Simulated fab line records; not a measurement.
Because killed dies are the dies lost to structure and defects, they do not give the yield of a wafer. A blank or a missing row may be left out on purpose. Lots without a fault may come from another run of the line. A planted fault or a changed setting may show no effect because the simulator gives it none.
Chamber matching    flow gf180mcu    GF_V3_ETCH_16 on rieDiel-01 has 4 sister chambers
The step etches BARC in N2/H2. 16 wafers are shown with their chamber, then 8 later ones without.

## EACH WAFER AND ITS CHAMBER
wafer   chamber  drypumpMotorCurrentA (A)  oesProductAu (a.u.)  throttleValvePct (%)
L835.1  1        5.9                       0.853                13.237
L835.4  0        5.6                       0.862                13.239
L835.6  0        5.6                       0.857                13.225
L841.3  0        5.6                       0.860                13.227
L841.4  2        5.4                       0.852                13.227
L841.6  1        5.9                       0.863                13.219
L843.3  1        5.9                       0.852                13.231
L843.5  2        5.4                       0.853                13.219
L843.6  1        5.9                       0.841                13.228
L846.1  0        5.7                       0.852                13.220
L846.5  3        5.8                       0.857                13.234
L846.6  0        5.7                       0.851                13.224
L854.1  3        5.7                       0.860                13.202
L854.2  2        5.4                       0.856                13.228
L854.4  0        5.7                       0.850                13.225
L856.1  0        5.7                       0.849                13.225

SIGNATURES (averages over the wafers above)
reading               chamber 0  chamber 1  chamber 2  chamber 3  scatter within a chamber
drypumpMotorCurrentA  5.657      5.900      5.400      5.750      0.043
oesProductAu          0.85443    0.85225    0.85367    0.85850    0.0059
throttleValvePct      13.22643   13.22875   13.22467   13.21800   0.00886
Rule: distance of a wafer from a chamber = root of the sum over the readings of ((wafer's reading minus chamber's mean) / reading's scatter) squared. The wafer belongs to the nearest chamber; if the next one is less than 2 further off, it can't be placed. How the scatter is found: for the shown wafers, subtract from each reading the mean of its chamber, square and add these, divide the total by (wafers less chambers), then take the root.

## WAFERS WITH NO CHAMBER GIVEN
wafer   drypumpMotorCurrentA (A)  oesProductAu (a.u.)  throttleValvePct (%)
L856.3  5.4                       0.862                13.217
L856.6  5.6                       0.854                13.215
L857.1  5.9                       0.857                13.237
L857.2  5.7                       0.847                13.229
L857.5  5.9                       0.845                13.223
L858.1  5.7                       0.855                13.223
L858.2  5.4                       0.849                13.197
L858.6  5.4                       0.854                13.219

## EACH ONE'S CHAMBER
wafer   from the rows above      in truth
L856.3  2                        2
L856.6  can't be placed: 0 or 3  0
L857.1  1                        1
L857.2  can't be placed: 0 or 3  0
L857.5  1                        1
L858.1  can't be placed: 0 or 3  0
L858.2  2                        2
L858.6  2                        2
Correctly placed: 5 of 8. Not placeable from these rows: 3 (in 3, the candidates include the true chamber). Placed wrongly: 0.
